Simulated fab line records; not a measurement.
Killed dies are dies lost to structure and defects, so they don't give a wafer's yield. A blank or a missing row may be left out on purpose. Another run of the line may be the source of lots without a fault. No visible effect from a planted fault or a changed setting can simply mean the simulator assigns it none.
Chamber matching | flow gf180mcu | cmp-02 running GF_CONTACT_CMP_27: 4 sister chambers
The step polishes, stops on SiO2, t overpolish 15 s, target thk 0 nm. 8 wafers are shown with their chamber, then 9 later ones without.

WAFERS WITH THEIR CHAMBER
wafer  | chamber | motor-current-A (A) | time-to-endpoint-s (s)
L108.5 | 2       | 11.1                | 75.0
L110.1 | 2       | 11.4                | 73.2
L113.1 | 3       | 11.6                | 66.3
L113.2 | 0       | 12.4                | 69.9
L113.5 | 3       | 11.5                | 68.0
L114.1 | 1       | 11.2                | 67.8
L114.2 | 0       | 12.6                | 71.5
L114.6 | 1       | 11.2                | 69.7

WAFERS WITH NO CHAMBER GIVEN
wafer  | motor-current-A (A) | time-to-endpoint-s (s)
L116.1 | 12.0                | 73.0
L116.2 | 11.1                | 70.9
L116.3 | 11.2                | 66.8
L120.1 | 11.8                | 71.1
L120.4 | 11.2                | 68.8
L120.5 | 11.2                | 70.5
L123.1 | 11.4                | 71.5
L123.2 | 13.5                | 71.7
L123.4 | 11.0                | 71.9

CHAMBER TAKEN BY EACH
wafer  | from the rows above               | in truth
L116.1 | can't be placed: 0 or 2 or 3      | 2
L116.2 | can't be placed: 1 or 2           | 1
L116.3 | can't be placed: 1 or 3           | 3
L120.1 | can't be placed: 3 or 2 or 1 or 0 | 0
L120.4 | 1                                 | 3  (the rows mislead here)
L120.5 | can't be placed: 1 or 2           | 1
L123.1 | can't be placed: 2 or 1 or 3      | 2
L123.2 | 0                                 | 0
L123.4 | can't be placed: 2 or 1           | 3
Placed correctly: 1 of 9. These rows do not allow placing 7 (true chamber among the candidates in 6). Wrongly placed: 1.
How it was worked out, from the rows above alone: a wafer's distance from a chamber is the root of the sum, over the readings, of the square of ((its reading less the chamber's mean) divided by the reading's scatter). The wafer belongs to the nearest chamber; if the next one is less than 2 further off, it can't be placed. A chamber's mean is the mean of its shown wafers. The scatter: the root of (the sum of the squares of (reading less its chamber's mean) over the shown wafers, divided by (wafers less chambers)).
